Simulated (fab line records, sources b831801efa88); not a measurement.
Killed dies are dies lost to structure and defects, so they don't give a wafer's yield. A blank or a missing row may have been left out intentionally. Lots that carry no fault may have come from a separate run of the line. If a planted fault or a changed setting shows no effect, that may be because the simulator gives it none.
fab line records + flow sky130
record:
- lots: 12
- wafers: 36
- last_day: 50
route steps=708 shown METAL4@602 CAP2M@603 PASSIVATION@684 PAD_OPEN@708
lots with no fault: from the same line, run without faults
start_h: the number of hours between the record's first day and the start of the first shown wafer of the lot + wait_h: hours from the lot's prior step to this one + " as in the row above + L1.1+2: one row covering several wafers at once + - no value, or no start given + * or withheld: withheld + < > ~ a bound
route shown NAME@n: NAME is a module with steps in the file, n the number in the route of the first one + usual: the fault-free wafers' mean and standard deviation + same: alike in all rows + chamber/n: place in a boat + sites: the reading at each site + _std_site: standard deviation across them + _edge_site: mean of outer sites minus mean of inner sites + radius_mm: how far each site lies from the wafer's centre + mask NAME#n: copy n + behind: the tool/chamber that last shaped the wafer + hold: what put the lot on hold/how long, in hours/how the hold closed + device: the transistor (n, p or np) that didn't switch + end of line: tests of these same wafers at the route's end + step lacking rows: just its recipe + killed: dies that structure and defects cost at the first sort, which is not the same as the wafer's yield + map: dies across one wafer; x = killed, . = not, _ = none there
set.NAME: the run value of the setting; set.NAME@STEP: its run value at that earlier step + model.NAME: the simulator's own value behind a step, which no gauge read
a sample of lots followed through the steps of the route, with each step as a table and each wafer as a row
services: when a tool's chamber went out of use (start_h, in hours from the record's first day, below 0 if earlier), for how many hours, and the reason
== steps ==
step: SKY_METAL4_SPUTTER_04
recipe:
- material: TiN
- target_thk_nm: 70
- power_w: 6500
- time_s: 58.3
- chamber_pressure_pa: 0.4
usual:
- throttle_valve_pct: 30.2/1.1
same:
- time_s: 58.3
| lot.wafer | tool           | chamber | start_h | wait_h | throttle_valve_pct |
|-----------|----------------|---------|---------|--------|--------------------|
| L796.1    | pvd_sputter-02 | -       | 924.80  | 0.0    | 31.2               |
| L796.5    | "              | -       | "       | "      | 29.8               |
| L796.6    | "              | -       | "       | "      | 30.1               |
| L797.3    | pvd_sputter-03 | -       | 934.84  | 0.0    | 29.9               |
| L797.4    | "              | -       | "       | "      | 31.3               |
| L797.6    | "              | -       | "       | "      | 31.4               |
| L798.1    | pvd_sputter-04 | -       | 943.91  | 0.0    | 27.5               |
| L798.2    | "              | -       | "       | "      | 29.6               |
| L798.4    | "              | -       | "       | "      | 31.1               |
| L799.4    | pvd_sputter-02 | -       | 971.79  | 0.0    | 30.3               |
| L799.5    | "              | -       | "       | "      | 31.0               |
| L799.6    | "              | -       | "       | "      | 29.4               |
| L800.1    | pvd_sputter-03 | -       | 975.24  | 0.0    | 31.4               |
| L800.2    | "              | -       | "       | "      | 31.2               |
| L800.6    | "              | -       | "       | "      | 31.2               |
| L804.1    | pvd_sputter-04 | -       | 1005.24 | 0.0    | 30.6               |
| L804.4    | "              | -       | "       | "      | 29.6               |
| L804.6    | "              | -       | "       | "      | 30.6               |
| L809.3    | pvd_sputter-04 | -       | 1023.56 | 0.0    | 31.0               |
| L809.4    | "              | -       | "       | "      | 31.1               |
| L809.6    | "              | -       | "       | "      | 30.5               |
| L811.1    | pvd_sputter-02 | -       | 1033.29 | 0.0    | 29.6               |
| L811.3    | "              | -       | "       | "      | 31.4               |
| L811.5    | "              | -       | "       | "      | 29.7               |
| L814.2    | pvd_sputter-04 | -       | 1057.13 | 0.0    | 31.1               |
| L814.5    | "              | -       | "       | "      | 31.1               |
| L814.6    | "              | -       | "       | "      | 30.6               |
| L815.2    | pvd_sputter-02 | -       | 1060.21 | 0.0    | 29.5               |
| L815.3    | "              | -       | "       | "      | 31.4               |
| L815.5    | "              | -       | "       | "      | 31.2               |
| L816.1    | pvd_sputter-04 | -       | 1069.89 | 0.0    | 29.6               |
| L816.2    | "              | -       | "       | "      | 31.1               |
| L816.6    | "              | -       | "       | "      | 29.5               |
| L817.1    | pvd_sputter-04 | -       | 1071.00 | 0.0    | 30.5               |
| L817.2    | "              | -       | "       | "      | 29.7               |
| L817.4    | "              | -       | "       | "      | 30.9               |
step: SKY_CAP2M_CVD_00
recipe:
- material: SiO2
- target_thk_nm: 15.5
- temp_c: 400
- time_s: withheld
- rf_w: 450
usual:
- heater_power_outer_w: 421/70
- heater_power_w: 716/94
| lot.wafer | tool     | chamber | start_h | wait_h | heater_power_outer_w | heater_power_w |
|-----------|----------|---------|---------|--------|----------------------|----------------|
| L796.1    | pecvd-04 | 1       | 924.85  | 0.0    | 395                  | 646            |
| L796.5    | "        | 1       | "       | "      | 387                  | 653            |
| L796.6    | "        | 0       | "       | "      | 352                  | 623            |
| L797.3    | pecvd-02 | 1       | 934.89  | 0.0    | 386                  | 703            |
| L797.4    | "        | 2       | "       | "      | 471                  | 779            |
| L797.6    | "        | 0       | "       | "      | 277                  | 491            |
| L798.1    | pecvd-02 | 2       | 943.96  | 0.0    | 463                  | 749            |
| L798.2    | "        | 1       | "       | "      | 399                  | 705            |
| L798.4    | "        | 1       | "       | "      | 386                  | 714            |
| L799.4    | pecvd-01 | 1       | 971.85  | 0.0    | 343                  | 684            |
| L799.5    | "        | 0       | "       | "      | 493                  | 834            |
| L799.6    | "        | 2       | "       | "      | 449                  | 753            |
| L800.1    | pecvd-02 | 1       | 975.29  | 0.0    | 330                  | 643            |
| L800.2    | "        | 2       | "       | "      | 519                  | 831            |
| L800.6    | "        | 1       | "       | "      | 334                  | 642            |
| L804.1    | pecvd-04 | 1       | 1005.28 | 0.0    | 409                  | 675            |
| L804.4    | "        | 2       | "       | "      | 463                  | 764            |
| L804.6    | "        | 1       | "       | "      | 405                  | 696            |
| L809.3    | pecvd-04 | 0       | 1023.61 | 0.0    | 392                  | 672            |
| L809.4    | "        | 0       | "       | "      | 393                  | 670            |
| L809.6    | "        | 1       | "       | "      | 402                  | 675            |
| L811.1    | pecvd-04 | 0       | 1033.34 | 0.0    | 356                  | 634            |
| L811.3    | "        | 2       | "       | "      | 457                  | 769            |
| L811.5    | "        | 1       | "       | "      | 404                  | 682            |
| L814.2    | pecvd-01 | 0       | 1057.18 | 0.0    | 562                  | 890            |
| L814.5    | "        | 1       | "       | "      | 316                  | 637            |
| L814.6    | "        | 0       | "       | "      | 576                  | 913            |
| L815.2    | pecvd-04 | 0       | 1060.26 | 0.0    | 442                  | 724            |
| L815.3    | "        | 1       | "       | "      | 407                  | 675            |
| L815.5    | "        | 0       | "       | "      | 433                  | 721            |
| L816.1    | pecvd-01 | 2       | 1069.94 | 0.0    | 457                  | 777            |
| L816.2    | "        | 1       | "       | "      | 327                  | 653            |
| L816.6    | "        | 1       | "       | "      | 331                  | 654            |
| L817.1    | pecvd-01 | 1       | 1071.05 | 0.0    | 343                  | 675            |
| L817.2    | "        | 0       | "       | "      | 471                  | 803            |
| L817.4    | "        | 0       | "       | "      | 472                  | 788            |
step: SKY_PASSIVATION_THK_MEAS_03
recipe:
- reads: Si3N4_of_PASSIVATION_CVD_02
usual:
- PASSIVATION_CVD_02_THK: 539/6.4
| lot.wafer | tool          | chamber | start_h | wait_h | PASSIVATION_CVD_02_THK[nm] |
|-----------|---------------|---------|---------|--------|----------------------------|
| L796.1    | film_metro-01 | -       | 1025.85 | -      | 543                        |
| L796.5    | "             | -       | "       | "      | 553                        |
| L796.6    | "             | -       | "       | "      | 545                        |
| L797.3    | film_metro-04 | -       | 1033.69 | -      | 534                        |
| L797.4    | "             | -       | "       | "      | 544                        |
| L797.6    | "             | -       | "       | "      | 539                        |
| L798.1    | film_metro-01 | -       | 1042.59 | -      | 534                        |
| L798.2    | "             | -       | "       | "      | 527                        |
| L798.4    | "             | -       | "       | "      | 533                        |
| L799.4    | film_metro-04 | -       | 1063.05 | -      | 537                        |
| L799.5    | "             | -       | "       | "      | 548                        |
| L799.6    | "             | -       | "       | "      | 546                        |
| L800.1    | film_metro-01 | -       | 1070.28 | -      | 539                        |
| L800.2    | "             | -       | "       | "      | 547                        |
| L800.6    | "             | -       | "       | "      | 549                        |
| L804.1    | film_metro-04 | -       | 1098.43 | -      | 541                        |
| L804.4    | "             | -       | "       | "      | 547                        |
| L804.6    | "             | -       | "       | "      | 548                        |
| L809.3    | film_metro-01 | -       | 1110.01 | -      | 536                        |
| L809.4    | "             | -       | "       | "      | 546                        |
| L809.6    | "             | -       | "       | "      | 546                        |
| L811.1    | film_metro-02 | -       | 1120.94 | -      | 529                        |
| L811.3    | "             | -       | "       | "      | 532                        |
| L811.5    | "             | -       | "       | "      | 535                        |
| L814.2    | film_metro-04 | -       | 1142.66 | -      | 530                        |
| L814.5    | "             | -       | "       | "      | 547                        |
| L814.6    | "             | -       | "       | "      | 550                        |
| L815.2    | film_metro-04 | -       | 1144.20 | -      | 538                        |
| L815.3    | "             | -       | "       | "      | 538                        |
| L815.5    | "             | -       | "       | "      | 543                        |
| L816.1    | film_metro-02 | -       | 1151.96 | -      | 541                        |
| L816.2    | "             | -       | "       | "      | 533                        |
| L816.6    | "             | -       | "       | "      | 534                        |
| L817.1    | film_metro-04 | -       | 1152.73 | -      | 537                        |
| L817.2    | "             | -       | "       | "      | 531                        |
| L817.4    | "             | -       | "       | "      | 547                        |
step: SKY_PASSIVATION_ETCH_11
recipe:
- chemistry: CF4/O2
- target_depth_nm: 725
- stop_on: AlCu
- source_w: 800
- bias_w: 150
- pressure_mtorr: 150
- cf4_flow_sccm: 80
- O2_flow_sccm: 10
- time_s: 161.1
usual:
- chamber_pressure_mTorr: 150.00/0.14
- drypump_motor_current_A: 5.6/0.47
- oes_product_au: 0.977/0.0066
- throttle_valve_pct: 5.965/0.0083
same:
- time_s: 161.1
| lot.wafer | tool        | chamber | start_h | wait_h | chamber_pressure_mTorr | drypump_motor_current_A | oes_product_au | rf_hours_counter_h | throttle_valve_pct |
|-----------|-------------|---------|---------|--------|------------------------|-------------------------|----------------|--------------------|--------------------|
| L796.1    | rie_diel-03 | 1       | 1047.67 | -      | 149.92                 | 5.8                     | 0.978          | 9                  | 5.974              |
| L796.5    | "           | 3       | "       | "      | 149.88                 | 6.3                     | 0.982          | -                  | 5.959              |
| L796.6    | "           | 0       | "       | "      | 150.11                 | 5.8                     | 0.980          | -                  | 5.969              |
| L797.3    | rie_diel-01 | 0       | 1055.72 | -      | 149.91                 | 5.8                     | 0.976          | 16                 | 5.970              |
| L797.4    | "           | 1       | "       | "      | 150.10                 | 5.9                     | 0.986          | 9                  | 5.965              |
| L797.6    | "           | 3       | "       | "      | 149.84                 | 4.8                     | 0.985          | -                  | 5.963              |
| L798.1    | rie_diel-04 | 3       | 1061.28 | -      | 150.07                 | 5.1                     | 0.976          | 21                 | 5.981              |
| L798.2    | "           | 2       | "       | "      | 149.94                 | 5.6                     | 0.969          | 21                 | 5.966              |
| L798.4    | "           | 1       | "       | "      | 149.94                 | 5.7                     | 0.966          | -                  | 5.957              |
| L799.4    | rie_diel-01 | 0       | 1083.53 | -      | 150.05                 | 5.8                     | 0.973          | 17                 | 5.958              |
| L799.5    | "           | 1       | "       | "      | 150.01                 | 5.9                     | 0.986          | -                  | 5.972              |
| L799.6    | "           | 2       | "       | "      | 149.91                 | 5.3                     | 0.979          | -                  | 5.968              |
| L800.1    | rie_diel-03 | 0       | 1088.91 | -      | 150.08                 | 5.8                     | 0.981          | 18                 | 5.962              |
| L800.2    | "           | 3       | "       | "      | 149.77                 | 6.3                     | 0.983          | 16                 | 5.967              |
| L800.6    | "           | 2       | "       | "      | 150.02                 | 6.4                     | 0.971          | -                  | 5.960              |
| L804.1    | rie_diel-04 | 2       | 1118.72 | -      | 150.01                 | 5.7                     | 0.975          | 22                 | 5.961              |
| L804.4    | "           | 0       | "       | "      | 150.11                 | 6.0                     | 0.988          | -                  | 5.984              |
| L804.6    | "           | 0       | "       | "      | 149.93                 | 6.1                     | 0.985          | -                  | 5.978              |
| L809.3    | rie_diel-01 | 1       | 1129.18 | -      | 149.94                 | 5.9                     | 0.978          | 12                 | 5.956              |
| L809.4    | "           | 0       | "       | "      | 150.11                 | 5.8                     | 0.981          | 18                 | 5.977              |
| L809.6    | "           | 0       | "       | "      | 150.21                 | 5.8                     | 0.985          | -                  | 5.973              |
| L811.1    | rie_diel-03 | 3       | 1139.67 | -      | 150.10                 | 6.3                     | 0.970          | 18                 | 5.964              |
| L811.3    | "           | 0       | "       | "      | 149.99                 | 5.8                     | 0.972          | 20                 | 5.963              |
| L811.5    | "           | 3       | "       | "      | 149.98                 | 6.3                     | 0.977          | -                  | 5.960              |
| L814.2    | rie_diel-04 | 1       | 1159.86 | -      | 150.16                 | 5.7                     | 0.970          | 17                 | 5.958              |
| L814.5    | "           | 0       | "       | "      | 150.02                 | 6.0                     | 0.982          | -                  | 5.965              |
| L814.6    | "           | 1       | "       | "      | 150.05                 | 5.7                     | 0.992          | -                  | 5.972              |
| L815.2    | rie_diel-03 | 0       | 1161.97 | -      | 150.06                 | 5.8                     | 0.971          | 21                 | 5.948              |
| L815.3    | "           | 1       | "       | "      | 150.08                 | 5.8                     | 0.976          | 14                 | 5.972              |
| L815.5    | "           | 0       | "       | "      | 149.79                 | 5.8                     | 0.983          | -                  | 5.949              |
| L816.1    | rie_diel-04 | 2       | 1168.72 | -      | 150.03                 | 5.7                     | 0.971          | 25                 | 5.953              |
| L816.2    | "           | 0       | "       | "      | 150.06                 | 6.1                     | 0.972          | 28                 | 5.970              |
| L816.6    | "           | 0       | "       | "      | 150.09                 | 6.1                     | 0.970          | -                  | 5.958              |
| L817.1    | rie_diel-01 | 0       | 1169.48 | -      | 149.94                 | 5.8                     | 0.983          | 19                 | 5.957              |
| L817.2    | "           | 1       | "       | "      | 149.82                 | 5.9                     | 0.978          | 13                 | 5.978              |
| L817.4    | "           | 3       | "       | "      | 149.83                 | 4.8                     | 0.983          | 24                 | 5.968              |
step: SKY_PAD_OPEN_PROBE_99
usual:
- defect_limited_yield: 82.5/1.9
- killed_at_M0_to_M3: 44/6.6
- killed_at_M4_up: 3.0/2
- killed_at_contacts: 24/5.1
- killed_at_front_end: 15/4.1
- killed_at_other: 0.4/0.62
- killed_dies: 86/9.3
- killed_open: 46/6.8
- killed_short: 40/5.8
- sort_bin_3_pad_short: 0.8/0.4
- sort_bin_5_function: 10.3/1.4
- sort_bin_6_memory: 6.4/1
- sort_n_pass: 406/9.3
- sort_yield_pct: 82.5/1.9
same:
- gross_dies: 492
- killed_at_back_side: 0
- sort_bin_4_leakage[%]: 0
- sort_bin_8_speed[%]: 0
| lot.wafer | tool      | chamber | start_h | wait_h | defect_limited_yield[%] | killed_at_M0_to_M3 | killed_at_M4_up | killed_at_contacts | killed_at_front_end | killed_at_other | killed_dies | killed_open | killed_short | sort_bin_3_pad_short[%] | sort_bin_5_function[%] | sort_bin_6_memory[%] | sort_n_pass | sort_yield_pct[%] |
|-----------|-----------|---------|---------|--------|-------------------------|--------------------|-----------------|--------------------|---------------------|-----------------|-------------|-------------|--------------|-------------------------|------------------------|----------------------|-------------|-------------------|
| L800.1    | prober-02 | -       | 1111.13 | 0.1    | 72.8                    | 36                 | 5               | 24                 | 14                  | 55              | 134         | 48          | 31           | 2.8                     | 15.9                   | 8.5                  | 358         | 72.8              |
| L800.2    | prober-02 | -       | 1111.18 | 0.1    | 88.0                    | 28                 | 0               | 13                 | 18                  | 0               | 59          | 32          | 27           | 0.4                     | 7.1                    | 4.5                  | 433         | 88.0              |
| L800.6    | prober-02 | -       | 1111.38 | 0.2    | 74.2                    | 38                 | 3               | 19                 | 16                  | 51              | 127         | 44          | 32           | 1.2                     | 17.9                   | 6.7                  | 365         | 74.2              |
| L811.1    | prober-01 | -       | 1159.87 | 0.1    | 81.9                    | 43                 | 2               | 29                 | 15                  | 0               | 89          | 44          | 45           | 0.4                     | 11.4                   | 6.3                  | 403         | 81.9              |
| L811.3    | prober-01 | -       | 1159.97 | 0.2    | 79.3                    | 59                 | 2               | 25                 | 15                  | 1               | 102         | 58          | 44           | 1.0                     | 10.6                   | 9.1                  | 390         | 79.3              |
| L811.5    | prober-01 | -       | 1160.07 | 0.2    | 79.5                    | 50                 | 3               | 35                 | 13                  | 0               | 101         | 64          | 37           | 1.0                     | 12.0                   | 7.5                  | 391         | 79.5              |
| L816.1    | prober-01 | -       | 1187.44 | 0.1    | 85.4                    | 36                 | 3               | 21                 | 11                  | 1               | 72          | 38          | 34           | 0.4                     | 10.0                   | 4.3                  | 420         | 85.4              |
| L816.2    | prober-01 | -       | 1187.49 | 0.1    | 83.1                    | 43                 | 1               | 22                 | 16                  | 1               | 83          | 48          | 35           | 1.0                     | 9.3                    | 6.5                  | 409         | 83.1              |
| L816.6    | prober-01 | -       | 1187.69 | 0.2    | 83.7                    | 42                 | 3               | 20                 | 15                  | 0               | 80          | 43          | 37           | 0.6                     | 8.7                    | 6.9                  | 412         | 83.7              |
killed by level:class
L800.1 CAP2M:unspecified=55 CONTACT:geometric_particle:open=10 VIA1:geometric_particle:open=10 LI_CONTACT:geometric_particle:open=6 VIA3:geometric_particle:open=6 FIELD_ISO:geometric_particle:open=5 METAL1:geometric_particle:short=5 VIA1:geometric_particle:short=5
L800.2 CONTACT:geometric_particle:open=7 VIA1:geometric_particle:open=7 FIELD_ISO:geometric_particle:open=5 POLY_GATE:geometric_particle:open=5 VIA1:geometric_particle:short=5 CONTACT:geometric_particle:short=4 METAL2:geometric_particle:short=3 VIA2:geometric_particle:short=3
L800.6 CAP2M:unspecified=51 CONTACT:geometric_particle:open=8 VIA1:geometric_particle:open=8 VIA3:geometric_particle:open=7 VIA2:geometric_particle:open=7 POLY_GATE:geometric_particle:short=5 CONTACT:geometric_particle:short=5 LI_CONTACT:geometric_particle:open=4
L811.1 VIA1:geometric_particle:open=10 LOCAL_INTERCONNECT:geometric_particle:short=7 CONTACT:geometric_particle:open=7 FIELD_ISO:geometric_particle:short=6 VIA2:geometric_particle:open=6 CONTACT:geometric_particle:short=6 METAL2:geometric_particle:short=6 METAL1:geometric_particle:short=5
L811.3 VIA2:geometric_particle:open=13 CONTACT:geometric_particle:open=13 VIA1:geometric_particle:open=9 VIA3:geometric_particle:open=8 METAL2:geometric_particle:short=7 VIA3:geometric_particle:short=7 CONTACT:geometric_particle:short=6 FIELD_ISO:geometric_particle:open=5
L811.5 VIA1:geometric_particle:open=14 CONTACT:geometric_particle:open=12 LI_CONTACT:geometric_particle:open=11 VIA3:geometric_particle:open=8 LOCAL_INTERCONNECT:geometric_particle:short=7 METAL1:geometric_particle:short=7 CONTACT:geometric_particle:short=5 METAL1:geometric_particle:open=5
L816.1 VIA1:geometric_particle:open=10 VIA3:geometric_particle:open=8 METAL2:geometric_particle:short=6 LI_CONTACT:geometric_particle:short=5 LI_CONTACT:geometric_particle:open=5 LOCAL_INTERCONNECT:geometric_particle:short=4 CONTACT:geometric_particle:short=4 VIA2:geometric_particle:open=4
L816.2 VIA2:geometric_particle:open=10 POLY_GATE:geometric_particle:open=8 VIA1:geometric_particle:open=8 VIA3:geometric_particle:open=6 LOCAL_INTERCONNECT:geometric_particle:short=6 CONTACT:geometric_particle:open=6 METAL2:geometric_particle:short=6 LI_CONTACT:geometric_particle:open=5
L816.6 VIA1:geometric_particle:open=13 CONTACT:geometric_particle:open=9 METAL1:geometric_particle:short=6 VIA1:geometric_particle:short=6 POLY_GATE:geometric_particle:open=5 VIA2:geometric_particle:open=5 LI_CONTACT:geometric_particle:open=4 LOCAL_INTERCONNECT:geometric_particle:short=4
== services ==
| tool           | chamber | start_h | hours | kind   |
|----------------|---------|---------|-------|--------|
| pvd_sputter-04 | -       | 903.38  | 32.2  | repair |
| rie_diel-04    | 2       | 918.74  | 9.9   | repair |
| rie_diel-03    | 0       | 919.19  | 15.4  | repair |
| rie_diel-04    | 2       | 942.19  | 4.8   | repair |
| pecvd-01       | -       | 944.27  | 1.3   | repair |
| rie_diel-04    | 1       | 952.67  | 2.9   | repair |
| rie_diel-04    | 3       | 964.81  | 17.0  | repair |
| rie_diel-03    | 3       | 991.12  | 9.3   | repair |
| pecvd-01       | 1       | 1000.84 | 9.3   | repair |
| rie_diel-01    | 0       | 1002.29 | 12.7  | repair |
| rie_diel-04    | 0       | 1059.76 | 11.4  | repair |
| pecvd-01       | -       | 1061.14 | 6.0   | pm     |
| rie_diel-01    | -       | 1068.22 | 0.4   | repair |
| rie_diel-03    | 3       | 1069.05 | 4.4   | repair |
| rie_diel-01    | -       | 1101.24 | 0.4   | repair |
| pecvd-04       | -       | 1104.62 | 0.4   | repair |
| rie_diel-01    | 0       | 1112.66 | 9.6   | repair |
| rie_diel-04    | 3       | 1115.56 | 5.0   | repair |
| rie_diel-04    | 1       | 1117.51 | 5.2   | repair |
| pvd_sputter-02 | -       | 1123.39 | 6.7   | repair |
| rie_diel-01    | 2       | 1133.90 | 6.2   | repair |
| rie_diel-03    | 2       | 1137.40 | 4.2   | repair |
| rie_diel-04    | 1       | 1144.56 | 3.3   | repair |
| rie_diel-04    | 1       | 1165.44 | 19.6  | repair |
== key ==
first_sign:
- step: SKY_PAD_OPEN_PROBE_99
- reading: killed_at_other
- direction: up
- sigmas: 53
- usual: 0.4
- struck: 53
effect:
- step: SKY_PAD_OPEN_PROBE_99
- reading: sort_yield_pct
- direction: down
- sigmas: 4.8
- usual: 82.5
- struck: 73.5
met_at SKY_CAP2M_CVD_00
struck_lots L800
struck_wafers L800.1,L800.6
not_acting_at SKY_METAL4_SPUTTER_04,SKY_PASSIVATION_THK_MEAS_03,SKY_PASSIVATION_ETCH_11
onset_between 943.96 975.29
fault:
- kind: chamber_particle_source
- tool: pecvd-02
- chamber: 1
- onset_h: 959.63
- steps: SKY_CAP2M_CVD_00
- rate_per_visit_cm2: 0.87245
- end_h: 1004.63
